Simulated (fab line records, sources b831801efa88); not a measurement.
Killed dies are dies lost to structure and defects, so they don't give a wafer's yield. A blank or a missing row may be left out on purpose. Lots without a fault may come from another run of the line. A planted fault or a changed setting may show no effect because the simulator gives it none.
fab line records | flow sky130
record lots=11 wafers=33 last_day=50
route steps=708 shown POLY_GATE@205 LDD_P@257 PAD_OPEN@708
lots that met no fault: from a run of the same line without faults
start_h: hours from the record's first day to the start of the lot's first wafer shown | wait_h: hours since the lot's step before | " the same as in the row above | L1.1+2: a row that stands for several wafers | - no value, or no start given | * or withheld: withheld | < > ~ a bound
route shown NAME@n: a module of which the file shows steps, and the number in the route of the first | usual: mean/standard deviation of fault-free wafers | same: alike in all rows | chamber/n: place in a boat | sites: the reading at each site | _std_site: their standard deviation | _edge_site: outer sites' mean less inner sites' | radius_mm: how far each site lies from the wafer's centre | mask NAME#n: copy n | behind: the tool/chamber that last shaped the wafer | hold: why the lot was held/for how many hours/how that ended | device: the transistor (n, p or np) that didn't switch | end of line: the same wafers' tests at the end of the route | a step without rows: its recipe alone | killed: dies lost to structure and defects at the first sort, not the wafer's yield | map: a wafer's dies, x killed, . not, _ none there
set.NAME: the setting as run; set.NAME@STEP: as run at that earlier step | model.NAME: the simulator's own value behind a step, which no gauge read
steps of the route over a sample of lots; a table a step, a row a wafer
services: from which hour (start_h, from the record's first day; less than 0 if before it) a tool's chamber was out of use, for how many hours, and why
## steps
# step SKY_POLY_GATE_THK_MEAS_01
# recipe reads=poly-Si_of_POLY_GATE_CVD_00
# usual POLY_GATE_CVD_00_THK=178.5/1.3
# columns lot.wafer tool chamber start_h wait_h POLY_GATE_CVD_00_THK[nm]
L283.2 film_metro-02 - 335.60 0.0 181.0
L283.3 " - " " 179.4
L283.5 " - " " 180.5
L286.1 film_metro-03 - 353.83 0.0 178.1
L286.2 " - " " 176.2
L286.4 " - " " 176.3
L288.2 film_metro-02 - 360.63 0.0 176.8
L288.4 " - " " 176.9
L288.5 " - " " 179.1
L287.3 film_metro-02 - 363.15 0.0 177.2
L287.4 " - " " 177.3
L287.6 " - " " 179.4
L290.2 film_metro-03 - 425.99 0.0 178.8
L290.4 " - " " 180.1
L290.6 " - " " 177.7
L293.2 film_metro-04 - 425.99 0.0 179.1
L293.3 " - " " 180.2
L293.6 " - " " 179.8
L289.4 film_metro-02 - 428.71 0.0 178.4
L289.5 " - " " 178.5
L289.6 " - " " 179.5
L297.1 film_metro-04 - 434.08 0.0 177.6
L297.2 " - " " 177.4
L297.3 " - " " 176.9
L301.1 film_metro-03 - 471.36 0.0 179.0
L301.2 " - " " 178.7
L301.5 " - " " 178.3
L305.4 film_metro-02 - 497.53 0.0 177.6
L305.5 " - " " 176.4
L305.6 " - " " 175.8
L306.2 film_metro-04 - 505.64 0.0 179.6
L306.5 " - " " 180.0
L306.6 " - " " 178.8
# step SKY_POLY_GATE_ETCH_15
# recipe chemistry=N2/H2 target=BARC ion_energy_ev=200 source_w=500 bias_w=100 pressure_mtorr=30 n2_flow_sccm=100 h2_flow_sccm=200 stop_on=SiO2 time_s=118.5 target_depth_a=1100
# usual drypump_motor_current_A=5.8/0.49 oes_product_au=0.717/0.0046 throttle_valve_pct=13.213/0.0084
# columns lot.wafer tool chamber start_h wait_h drypump_motor_current_A oes_product_au rf_hours_counter_h throttle_valve_pct
L283.2 rie_diel-02 0 394.84 0.0 5.9 0.715 84 13.204
L283.3 " 2 " " 6.1 0.728 4 13.225
L283.5 " 0 " " 5.9 0.717 - 13.212
L286.1 rie_diel-01 3 416.14 0.0 6.0 0.724 64 13.218
L286.2 " 2 " " 6.1 0.720 3 13.213
L286.4 " 3 " " 6.0 0.715 - 13.211
L288.2 rie_diel-04 0 423.06 0.0 4.7 0.709 8 13.223
L288.4 " 2 " " 5.5 0.711 9 13.212
L288.5 " 3 " " 6.2 0.718 - 13.210
L287.3 rie_diel-02 1 427.66 0.0 5.5 0.721 7 13.220
L287.4 " 1 " " 5.5 0.718 - 13.213
L287.6 " 2 " " 6.1 0.716 - 13.236
L293.2 rie_diel-02 0 488.36 0.0 5.8 0.714 86 13.217
L293.3 " 3 " " 5.8 0.718 4 13.203
L293.6 " 2 " " 6.1 0.721 - 13.221
L290.2 rie_diel-02 2 490.50 0.0 6.2 0.718 6 13.195
L290.4 " 0 " " 5.9 0.702 86 13.211
L290.6 " 1 " " 5.5 0.716 - 13.219
L289.4 rie_diel-02 0 494.65 0.0 5.9 0.707 86 13.213
L289.5 " 2 " " 6.1 0.717 - 13.212
L289.6 " 3 " " 5.8 0.714 - 13.218
L297.1 rie_diel-04 2 498.10 0.0 5.5 0.723 11 13.200
L297.2 " 0 " " 4.6 0.711 10 13.213
L297.3 " 3 " " 6.3 0.708 5 13.223
L301.1 rie_diel-04 2 534.81 0.0 5.5 0.726 12 13.205
L301.2 " 1 " " 6.5 0.717 3 13.215
L301.5 " 1 " " 6.5 0.717 - 13.214
L305.4 rie_diel-04 1 558.71 0.0 6.5 0.721 3 13.216
L305.5 " 2 " " 5.5 0.705 - 13.207
L305.6 " 1 " " 6.5 0.714 - 13.211
L306.2 rie_diel-04 2 567.44 0.0 5.5 0.715 13 13.214
L306.5 " 3 " " 6.3 0.717 - 13.207
L306.6 " 2 " " 5.5 0.721 - 13.211
# step SKY_POLY_GATE_ETCH_17
# recipe target_depth_nm=180 stop_on=SiO2 over_etch_frac=0.56667 chemistry=HBr/Cl2 target=poly-Si icp_w=412.5 bias_w=100 pressure_mtorr=10 HBr_flow_sccm=150 Cl2_flow_sccm=50 time_s=70.5
# usual HBr_flow_sccm=150.0/0.5 drypump_motor_current_A=5.5/0.34 oes_product_au=0.981/0.0063 throttle_valve_pct=33.685/0.0088
# columns lot.wafer tool chamber start_h wait_h HBr_flow_sccm drypump_motor_current_A oes_product_au rf_hours_counter_h throttle_valve_pct
L283.2 rie_si-02 3 395.03 0.0 149.5 5.3 0.980 1 33.694
L283.3 " 2 " " 149.4 5.4 0.978 0 33.678
L283.5 " 2 " " 149.5 5.4 0.996 - 33.701
L286.1 rie_si-02 2 416.32 0.0 150.7 5.4 0.979 1 33.684
L286.2 " 1 " " 150.8 5.7 0.974 2 33.683
L286.4 " 3 " " 149.9 5.3 0.964 2 33.687
L288.2 rie_si-02 1 423.24 0.0 150.5 5.7 0.973 2 33.691
L288.4 " 3 " " 149.4 5.3 0.970 2 33.690
L288.5 " 3 " " 149.6 5.3 0.992 - 33.686
L287.3 rie_si-02 2 427.84 0.0 149.4 5.3 0.984 1 33.690
L287.4 " 3 " " 150.4 5.3 0.975 2 33.688
L287.6 " 1 " " 150.5 5.7 0.983 - 33.692
L293.2 rie_si-01 1 488.54 0.0 150.9 5.9 0.988 0 33.696
L293.3 " 2 " " 150.0 4.9 0.975 1 33.687
L293.6 " 3 " " 150.5 5.8 0.989 - 33.689
L290.2 rie_si-01 0 490.68 0.0 149.5 4.8 0.980 3 33.694
L290.4 " 1 " " 149.0 5.9 0.992 0 33.692
L290.6 " 3 " " 149.9 5.8 0.977 - 33.671
L289.4 rie_si-02 2 494.83 0.0 149.5 5.4 0.979 1 33.674
L289.5 " 3 " " 150.0 5.4 0.975 - 33.689
L289.6 " 2 " " 149.3 5.4 0.980 - 33.698
L297.1 rie_si-01 3 498.28 0.0 149.4 5.8 0.980 52 33.684
L297.2 " 0 " " 149.6 4.8 0.979 3 33.664
L297.3 " 2 " " 149.6 4.9 0.972 2 33.668
L301.1 rie_si-01 1 534.99 0.0 148.9 5.9 0.986 0 33.681
L301.2 " 2 " " 149.6 4.9 0.976 2 33.676
L301.5 " 1 " " 149.4 5.9 0.986 - 33.686
L305.4 rie_si-01 1 558.92 0.1 150.4 5.9 0.980 - 33.690
L305.5 " 2 " " 149.9 4.9 0.975 - 33.681
L305.6 " 3 " " 149.5 5.8 0.979 - 33.690
L306.2 rie_si-02 3 567.62 0.0 149.2 5.3 0.979 2 33.685
L306.5 " 0 " " 148.9 5.7 0.973 - 33.693
L306.6 " 1 " " 150.2 5.7 0.985 - 33.688
# step SKY_LDD_P_COAT_02
# recipe resist=NOVOLAK spin_rpm=3000 resist_thk_nm=1140
# usual spin_speed_rpm=2999.6/1.8
# columns lot.wafer tool chamber start_h wait_h spin_speed_rpm
L283.2 litho_track-04 0 442.21 0.1 2997.2
L283.3 " 0 " " 2997.7
L283.5 " 0 " " 2997.8
L286.1 litho_track-04 0 463.38 0.1 2999.3
L286.2 " 0 " " 3001.3
L286.4 " 0 " " 2999.4
L288.2 litho_track-04 0 472.86 0.1 2997.7
L288.4 " 0 " " 3001.2
L288.5 " 0 " " 2999.3
L287.3 litho_track-04 0 477.83 0.1 3000.3
L287.4 " 0 " " 2998.1
L287.6 " 0 " " 3003.5
L293.2 litho_track-02 0 536.75 0.1 2998.4
L293.3 " 0 " " 2998.5
L293.6 " 0 " " 2998.5
L290.2 litho_track-04 0 539.21 0.1 3508.9
L290.4 " 0 " " 3509.6
L290.6 " 0 " " 3507.2
L289.4 litho_track-04 0 544.11 0.1 3508.0
L289.5 " 0 " " 3510.1
L289.6 " 0 " " 3509.0
L297.1 litho_track-03 0 546.64 0.1 2997.7
L297.2 " 0 " " 2999.3
L297.3 " 0 " " 3000.8
L301.1 litho_track-02 0 582.27 0.1 2999.1
L301.2 " 0 " " 2997.4
L301.5 " 0 " " 2998.0
L305.4 litho_track-04 0 607.06 0.1 3000.5
L305.5 " 0 " " 3003.1
L305.6 " 0 " " 2999.7
L306.2 litho_track-02 0 613.95 0.1 3000.0
L306.5 " 0 " " 2999.2
L306.6 " 0 " " 2994.8
# step SKY_LDD_P_CD_MEAS_07
# recipe target_cd_nm=380
# usual cd_nm=380.0/2.8
# columns lot.wafer tool chamber start_h wait_h cd_nm
L283.2 cd_sem-01 - 458.29 0.1 380.2
L283.3 " - " " 379.6
L283.5 " - " " 383.5
L286.1 cd_sem-01 - 479.18 0.1 379.0
L286.2 " - " " 379.8
L286.4 " - " " 378.8
L288.2 cd_sem-01 - 488.84 0.1 375.7
L288.4 " - " " 378.0
L288.5 " - " " 378.0
L287.3 cd_sem-01 - 493.54 0.1 374.1
L287.4 " - " " 377.1
L287.6 " - " " 377.7
L293.2 cd_sem-01 - 551.94 0.1 382.3
L293.3 " - " " 379.4
L293.6 " - " " 381.8
L290.2 cd_sem-02 - 554.25 0.1 390.1
L290.4 " - " " 389.3
L290.6 " - " " 391.3
L289.4 cd_sem-01 - 558.68 0.1 384.6
L289.5 " - " " 384.0
L289.6 " - " " 385.6
L297.1 cd_sem-02 - 561.32 0.1 381.2
L297.2 " - " " 377.5
L297.3 " - " " 377.3
L301.1 cd_sem-02 - 596.22 0.1 380.8
L301.2 " - " " 382.6
L301.5 " - " " 378.7
L305.4 cd_sem-01 - 621.60 0.1 383.2
L305.5 " - " " 381.3
L305.6 " - " " 382.9
L306.2 cd_sem-01 - 628.01 0.1 381.6
L306.5 " - " " 377.1
L306.6 " - " " 380.5
# step SKY_LDD_P_STRIP_10
# recipe chemistry=O2/N2 power_w=1400 pressure_mtorr=1500 platen_temp_c=withheld o2_flow_sccm=3000 n2_flow_sccm=300 overash_fraction=0.5
# usual drypump_motor_current_A=5.85/0.26 oes_product_au=0.716/0.0044 strip_time_to_endpoint_s=14.18/0.042
# columns lot.wafer tool chamber start_h wait_h drypump_motor_current_A oes_product_au rf_hours_counter_h strip_time_to_endpoint_s
L283.2 plasma_asher-03 1 458.58 0.1 5.62 0.710 34 14.23
L283.3 " 0 " " 6.10 0.714 - 14.20
L283.5 " 1 " " 5.63 0.720 - 14.23
L286.1 plasma_asher-04 1 479.49 0.1 5.53 0.716 71 14.16
L286.2 " 0 " " 6.18 0.714 71 14.13
L286.4 " 0 " " 6.19 0.709 - 14.19
L288.2 plasma_asher-03 1 489.13 0.1 5.64 0.722 38 14.24
L288.4 " 1 " " 5.68 0.712 - 14.22
L288.5 " 0 " " 6.11 0.722 - 14.22
L287.3 plasma_asher-03 0 493.84 0.1 6.11 0.713 - 14.22
L287.4 " 1 " " 5.64 0.721 - 14.19
L287.6 " 0 " " 6.08 0.718 - 14.19
L293.2 plasma_asher-01 0 552.23 0.1 5.63 0.725 12 14.14
L293.3 " 1 " " 6.04 0.710 - 14.14
L293.6 " 1 " " 6.02 0.720 - 14.15
L290.2 plasma_asher-04 0 554.54 0.1 6.19 0.723 78 13.16
L290.4 " 0 " " 6.17 0.721 - 13.17
L290.6 " 0 " " 6.17 0.714 - 13.15
L289.4 plasma_asher-03 1 558.96 0.1 5.65 0.718 - 13.15
L289.5 " 1 " " 5.67 0.716 - 13.22
L289.6 " 0 " " 6.10 0.717 - 13.17
L297.1 plasma_asher-01 0 561.63 0.1 5.64 0.714 13 14.19
L297.2 " 1 " " 6.06 0.722 13 14.19
L297.3 " 0 " " 5.62 0.715 - 14.20
L301.1 plasma_asher-01 0 596.53 0.1 5.65 0.712 17 14.22
L301.2 " 1 " " 6.04 0.715 17 14.20
L301.5 " 0 " " 5.66 0.715 - 14.24
L305.4 plasma_asher-01 0 621.88 0.1 5.62 0.719 - 14.16
L305.5 " 0 " " 5.65 0.711 - 14.13
L305.6 " 1 " " 6.04 0.726 - 14.19
L306.2 plasma_asher-01 1 628.30 0.1 6.05 0.709 20 14.11
L306.5 " 1 " " 6.05 0.723 - 14.15
L306.6 " 0 " " 5.67 0.712 - 14.17
# step SKY_PAD_OPEN_PROBE_99
# usual killed_at_M0_to_M3=42/7.4 killed_at_M4_up=3.5/1.9 killed_at_contacts=24/5.2 killed_at_front_end=15/4.5 killed_at_other=0.2/0.53 killed_dies=85/9.8 killed_open=46/7.6 killed_short=39/6.5
# same gross_dies=492 killed_at_back_side=0
# columns lot.wafer tool chamber start_h wait_h killed_at_M0_to_M3 killed_at_M4_up killed_at_contacts killed_at_front_end killed_at_other killed_dies killed_open killed_short
L283.2 prober-02 - 1087.57 0.1 44 1 22 9 0 76 39 37
L283.3 prober-02 - 1087.62 0.2 34 2 25 21 0 82 48 34
L283.5 prober-02 - 1087.72 0.2 44 2 37 4 0 87 51 36
L286.1 prober-02 - 1106.92 0.1 40 6 22 15 0 83 43 40
L286.2 prober-02 - 1106.97 0.1 49 6 23 12 0 90 52 38
L286.4 prober-02 - 1107.07 0.2 54 2 23 14 0 93 52 41
L288.2 prober-01 - 1108.27 0.1 41 1 24 5 0 71 41 30
L288.4 prober-01 - 1108.37 0.2 40 3 27 13 1 84 47 37
L288.5 prober-01 - 1108.42 0.2 60 1 27 6 0 94 56 38
L287.3 prober-02 - 1116.84 0.2 51 4 27 14 0 96 47 49
L287.4 prober-02 - 1116.89 0.2 40 2 23 24 1 90 54 36
L287.6 prober-02 - 1116.99 0.2 54 2 24 21 0 101 59 42
L293.2 prober-01 - 1151.37 0.1 42 2 20 18 0 82 38 44
L293.3 prober-01 - 1151.42 0.2 45 3 23 10 0 81 44 37
L293.6 prober-01 - 1151.57 0.2 41 4 22 12 0 79 41 38
L290.2 prober-01 - 1158.82 0.1 42 2 29 15 0 88 44 44
L290.4 prober-01 - 1158.92 0.2 41 1 27 15 0 84 44 40
L290.6 prober-01 - 1159.02 0.2 43 4 34 15 1 97 51 46
L289.4 prober-01 - 1161.72 0.2 45 4 16 22 1 88 49 39
L289.5 prober-01 - 1161.77 0.2 43 7 24 9 0 83 33 50
L289.6 prober-01 - 1161.82 0.2 37 6 20 15 0 78 37 41
L297.1 prober-01 - 1164.22 0.1 45 2 21 14 0 82 53 29
L297.2 prober-01 - 1164.27 0.1 40 8 27 13 0 88 42 46
L297.3 prober-01 - 1164.32 0.2 50 1 28 15 0 94 57 37
L301.1 prober-01 - 1185.20 0.1 49 3 21 21 1 95 55 40
L301.2 prober-01 - 1185.25 0.1 39 7 22 9 0 77 41 36
L301.5 prober-01 - 1185.40 0.2 47 6 21 16 0 90 46 44
L305.4 prober-02 - 1194.52 0.2 31 3 21 16 0 71 37 34
L305.5 prober-02 - 1194.57 0.2 43 2 20 19 0 84 39 45
L305.6 prober-02 - 1194.62 0.2 33 2 32 18 0 85 47 38
L306.2 prober-01 - 1200.09 0.1 34 3 28 21 0 86 41 45
L306.5 prober-01 - 1200.24 0.2 45 5 23 22 0 95 47 48
L306.6 prober-01 - 1200.29 0.2 46 3 16 17 0 82 47 35
# killed by level:class
L283.2 VIA3:geometric_particle:open=10 VIA1:geometric_particle:open=10 LI_CONTACT:geometric_particle:open=8 VIA1:geometric_particle:short=8 METAL1:geometric_particle:short=6 LOCAL_INTERCONNECT:geometric_particle:short=5 METAL2:geometric_particle:short=5 CONTACT:geometric_particle:short=4
L283.3 LI_CONTACT:geometric_particle:open=8 VIA1:geometric_particle:open=7 CONTACT:geometric_particle:open=7 FIELD_ISO:geometric_particle:short=6 VIA2:geometric_particle:open=6 POLY_GATE:geometric_particle:open=5 FIELD_ISO:geometric_particle:open=4 LOCAL_INTERCONNECT:geometric_particle:short=4
L283.5 VIA1:geometric_particle:open=16 LOCAL_INTERCONNECT:geometric_particle:short=9 CONTACT:geometric_particle:open=9 LI_CONTACT:geometric_particle:open=8 CONTACT:geometric_particle:short=7 VIA2:geometric_particle:open=7 VIA3:geometric_particle:open=6 LI_CONTACT:geometric_particle:short=4
L286.1 CONTACT:geometric_particle:open=9 METAL1:geometric_particle:short=7 VIA1:geometric_particle:open=6 VIA2:geometric_particle:open=6 POLY_GATE:geometric_particle:open=5 CONTACT:geometric_particle:short=5 LI_CONTACT:geometric_particle:open=4 VIA3:geometric_particle:open=4
L286.2 VIA1:geometric_particle:open=14 VIA2:geometric_particle:open=9 CONTACT:geometric_particle:open=8 LI_CONTACT:geometric_particle:open=7 VIA3:geometric_particle:open=7 VIA1:geometric_particle:short=5 METAL2:geometric_particle:short=5 VIA2:geometric_particle:short=5
L286.4 VIA1:geometric_particle:open=14 CONTACT:geometric_particle:open=9 METAL2:geometric_particle:short=9 METAL1:geometric_particle:short=9 VIA2:geometric_particle:open=8 VIA3:geometric_particle:open=7 CONTACT:geometric_particle:short=6 FIELD_ISO:geometric_particle:open=4
L288.2 VIA1:geometric_particle:open=10 CONTACT:geometric_particle:open=8 LI_CONTACT:geometric_particle:open=6 CONTACT:geometric_particle:short=6 VIA3:geometric_particle:open=5 VIA2:geometric_particle:open=5 VIA2:geometric_particle:short=5 VIA1:geometric_particle:short=3
L288.4 LI_CONTACT:geometric_particle:open=11 CONTACT:geometric_particle:open=10 METAL1:geometric_particle:short=8 VIA1:geometric_particle:open=6 METAL2:geometric_particle:short=6 FIELD_ISO:geometric_particle:open=5 FIELD_ISO:geometric_particle:short=5 VIA3:geometric_particle:open=5
L288.5 CONTACT:geometric_particle:open=15 VIA1:geometric_particle:open=14 LI_CONTACT:geometric_particle:open=8 VIA1:geometric_particle:short=7 VIA2:geometric_particle:short=7 METAL2:geometric_particle:short=6 METAL3:geometric_particle:short=5 VIA2:geometric_particle:open=4
L287.3 METAL2:geometric_particle:short=11 LI_CONTACT:geometric_particle:open=9 VIA2:geometric_particle:open=7 CONTACT:geometric_particle:short=7 VIA1:geometric_particle:open=7 VIA3:geometric_particle:open=6 CONTACT:geometric_particle:open=5 METAL1:geometric_particle:short=5
L287.4 VIA1:geometric_particle:open=9 CONTACT:geometric_particle:open=8 METAL1:geometric_particle:short=8 POLY_GATE:geometric_particle:open=7 VIA3:geometric_particle:open=7 VIA2:geometric_particle:open=6 LI_CONTACT:geometric_particle:open=6 FIELD_ISO:geometric_particle:short=5
L287.6 LI_CONTACT:geometric_particle:open=9 VIA1:geometric_particle:open=9 VIA2:geometric_particle:open=9 VIA3:geometric_particle:open=8 METAL1:geometric_particle:short=7 CONTACT:geometric_particle:open=7 METAL2:geometric_particle:short=6 VIA3:geometric_particle:short=5
L293.2 VIA1:geometric_particle:open=10 CONTACT:geometric_particle:open=8 VIA1:geometric_particle:short=7 CONTACT:geometric_particle:short=5 METAL1:geometric_particle:short=5 FIELD_ISO:geometric_particle:short=4 SPACER:geometric_particle:short=4 METAL2:geometric_particle:short=4
L293.3 VIA1:geometric_particle:open=12 VIA3:geometric_particle:open=10 CONTACT:geometric_particle:open=8 LI_CONTACT:geometric_particle:short=5 LI_CONTACT:geometric_particle:open=5 METAL1:geometric_particle:short=5 CONTACT:geometric_particle:short=4 METAL2:geometric_particle:short=4
L293.6 VIA1:geometric_particle:open=12 CONTACT:geometric_particle:open=6 VIA2:geometric_particle:open=6 VIA3:geometric_particle:open=6 LI_CONTACT:geometric_particle:open=5 CONTACT:geometric_particle:short=5 VIA1:geometric_particle:short=5 VIA2:geometric_particle:short=4
L290.2 VIA1:geometric_particle:open=11 LI_CONTACT:geometric_particle:open=9 METAL1:geometric_particle:short=8 CONTACT:geometric_particle:open=7 VIA3:geometric_particle:open=7 LOCAL_INTERCONNECT:geometric_particle:short=6 FIELD_ISO:geometric_particle:short=5 METAL2:geometric_particle:short=5
L290.4 CONTACT:geometric_particle:open=11 FIELD_ISO:geometric_particle:short=8 VIA2:geometric_particle:open=8 METAL1:geometric_particle:short=8 VIA1:geometric_particle:open=6 CONTACT:geometric_particle:short=5 VIA3:geometric_particle:open=5 LI_CONTACT:geometric_particle:open=4
L290.6 VIA1:geometric_particle:open=14 LI_CONTACT:geometric_particle:open=13 METAL1:geometric_particle:short=6 METAL2:geometric_particle:short=6 FIELD_ISO:geometric_particle:short=5 LI_CONTACT:geometric_particle:short=5 LOCAL_INTERCONNECT:geometric_particle:short=5 CONTACT:geometric_particle:short=5
L289.4 METAL1:geometric_particle:short=10 VIA1:geometric_particle:open=10 LI_CONTACT:geometric_particle:open=7 VIA3:geometric_particle:open=6 FIELD_ISO:geometric_particle:open=5 VIA2:geometric_particle:open=5 METAL2:geometric_particle:short=5 FIELD_ISO:geometric_particle:short=4
L289.5 VIA3:geometric_particle:open=9 METAL1:geometric_particle:short=8 METAL4:geometric_particle:short=7 CONTACT:geometric_particle:open=7 METAL2:geometric_particle:short=7 LOCAL_INTERCONNECT:geometric_particle:short=6 VIA3:geometric_particle:short=5 POLY_GATE:geometric_particle:short=4
L289.6 LI_CONTACT:geometric_particle:open=8 VIA1:geometric_particle:open=8 VIA1:geometric_particle:short=5 METAL4:geometric_particle:short=5 METAL2:geometric_particle:short=5 POLY_GATE:geometric_particle:open=4 METAL1:geometric_particle:short=4 FIELD_ISO:geometric_particle:open=3
L297.1 VIA1:geometric_particle:open=14 VIA2:geometric_particle:open=9 LI_CONTACT:geometric_particle:open=8 CONTACT:geometric_particle:open=8 METAL2:geometric_particle:short=5 POLY_GATE:geometric_particle:open=4 SPACER:geometric_particle:short=3 CONTACT:geometric_particle:short=3
L297.2 CONTACT:geometric_particle:open=11 VIA1:geometric_particle:open=8 METAL4:geometric_particle:short=7 FIELD_ISO:geometric_particle:short=6 VIA2:geometric_particle:open=6 METAL1:geometric_particle:short=6 LI_CONTACT:geometric_particle:open=5 CONTACT:geometric_particle:short=5
L297.3 VIA1:geometric_particle:open=17 CONTACT:geometric_particle:open=10 METAL2:geometric_particle:short=8 LI_CONTACT:geometric_particle:open=8 FIELD_ISO:geometric_particle:open=6 METAL1:geometric_particle:short=6 VIA2:geometric_particle:open=5 CONTACT:geometric_particle:short=5
L301.1 VIA2:geometric_particle:open=10 VIA1:geometric_particle:open=9 FIELD_ISO:geometric_particle:short=7 METAL2:geometric_particle:short=7 VIA3:geometric_particle:open=7 LI_CONTACT:geometric_particle:open=6 FIELD_ISO:geometric_particle:open=5 CONTACT:geometric_particle:open=5
L301.2 VIA2:geometric_particle:open=9 CONTACT:geometric_particle:open=8 VIA1:geometric_particle:open=8 METAL4:geometric_particle:short=5 FIELD_ISO:geometric_particle:open=4 LI_CONTACT:geometric_particle:open=4 METAL2:geometric_particle:short=4 LOCAL_INTERCONNECT:geometric_particle:short=4
L301.5 VIA1:geometric_particle:open=9 LI_CONTACT:geometric_particle:open=7 VIA1:geometric_particle:short=7 CONTACT:geometric_particle:open=6 FIELD_ISO:geometric_particle:short=5 POLY_GATE:geometric_particle:open=5 CONTACT:geometric_particle:short=5 METAL2:geometric_particle:short=5
L305.4 LI_CONTACT:geometric_particle:open=8 LOCAL_INTERCONNECT:geometric_particle:short=7 VIA3:geometric_particle:open=6 VIA1:geometric_particle:open=5 FIELD_ISO:geometric_particle:open=4 VIA1:geometric_particle:short=4 POLY_GATE:geometric_particle:open=3 CONTACT:geometric_particle:open=3
L305.5 LOCAL_INTERCONNECT:geometric_particle:short=7 VIA2:geometric_particle:open=7 METAL1:geometric_particle:short=6 VIA1:geometric_particle:open=6 VIA3:geometric_particle:open=6 VIA1:geometric_particle:short=5 VIA2:geometric_particle:short=5 FIELD_ISO:geometric_particle:short=4
L305.6 CONTACT:geometric_particle:open=12 CONTACT:geometric_particle:short=8 FIELD_ISO:geometric_particle:short=7 VIA2:geometric_particle:open=6 VIA1:geometric_particle:open=6 VIA2:geometric_particle:short=6 FIELD_ISO:geometric_particle:open=5 LI_CONTACT:geometric_particle:open=5
L306.2 CONTACT:geometric_particle:open=9 LI_CONTACT:geometric_particle:open=8 METAL3:geometric_particle:short=8 LOCAL_INTERCONNECT:geometric_particle:short=6 FIELD_ISO:geometric_particle:open=5 VIA1:geometric_particle:open=5 VIA3:geometric_particle:open=5 POLY_GATE:geometric_particle:short=4
L306.5 VIA1:geometric_particle:open=12 METAL1:geometric_particle:short=8 CONTACT:geometric_particle:open=7 POLY_GATE:geometric_particle:open=6 LOCAL_INTERCONNECT:geometric_particle:short=6 VIA3:geometric_particle:open=6 FIELD_ISO:geometric_particle:short=5 METAL4:geometric_particle:short=5
L306.6 VIA1:geometric_particle:open=18 CONTACT:geometric_particle:open=7 VIA2:geometric_particle:open=7 FIELD_ISO:geometric_particle:short=5 METAL3:geometric_particle:short=5 FIELD_ISO:geometric_particle:open=4 POLY_GATE:geometric_particle:open=3 POLY_GATE:geometric_particle:short=3
## services
# columns tool chamber start_h hours kind
rie_diel-01 1 372.53 2.3 repair
plasma_asher-01 - 375.22 3.1 repair
rie_diel-02 1 378.31 1.9 repair
rie_diel-04 1 385.25 - clean
rie_diel-04 1 385.25 28.8 scheduled_down
rie_diel-01 - 385.41 2.8 pm
rie_si-02 - 387.35 0.6 repair
rie_diel-04 - 390.72 0.4 repair
rie_diel-02 - 414.70 0.8 repair
plasma_asher-03 - 419.41 0.7 repair
plasma_asher-01 - 421.25 9.0 pm
rie_diel-02 3 425.51 4.7 repair
rie_diel-01 0 459.14 1.3 repair
rie_diel-01 2 481.75 21.8 repair
rie_diel-02 2 510.93 8.9 repair
rie_si-02 2 516.41 10.9 repair
rie_diel-04 1 539.01 17.9 repair
rie_diel-02 0 553.81 3.7 repair
rie_si-01 0 558.53 4.3 repair
rie_diel-02 0 563.16 5.4 repair
rie_diel-04 3 586.67 4.5 repair
plasma_asher-04 - 610.27 2.4 repair
rie_diel-01 2 620.07 8.4 repair
rie_si-02 2 622.26 2.5 repair
## key
first_sign step=SKY_LDD_P_COAT_02 reading=spin_speed_rpm direction=up sigmas=99+ usual=2999.6 struck=3508.8
effect step=SKY_LDD_P_CD_MEAS_07 reading=cd_nm direction=up sigmas=2.7 usual=380.0 struck=387.5
effect step=SKY_LDD_P_STRIP_10 reading=strip_time_to_endpoint_s direction=down sigmas=24 usual=* struck=*
met_at SKY_LDD_P_COAT_02
struck_lots L289,L290
tester_left_out L289,L290
not_acting_at SKY_POLY_GATE_THK_MEAS_01,SKY_POLY_GATE_ETCH_15,SKY_POLY_GATE_ETCH_17
onset_between 477.83 539.21
fault kind=process_parameter_drift tool=litho_track-04 chamber=- onset_h=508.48 steps=SKY_LDD_P_COAT_02 channel=spin_rpm offset=507.63 shape=step end_h=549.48 acts_in=these_recipes_only stated=3000
# tester_left_out: of these lots the tester's yield and bins aren't shown, on N5 and GAA mostly nor the transistor test; their killed dies are dies lost to structure and defects alone, not to doping, threshold or leakage, so they don't give the yield
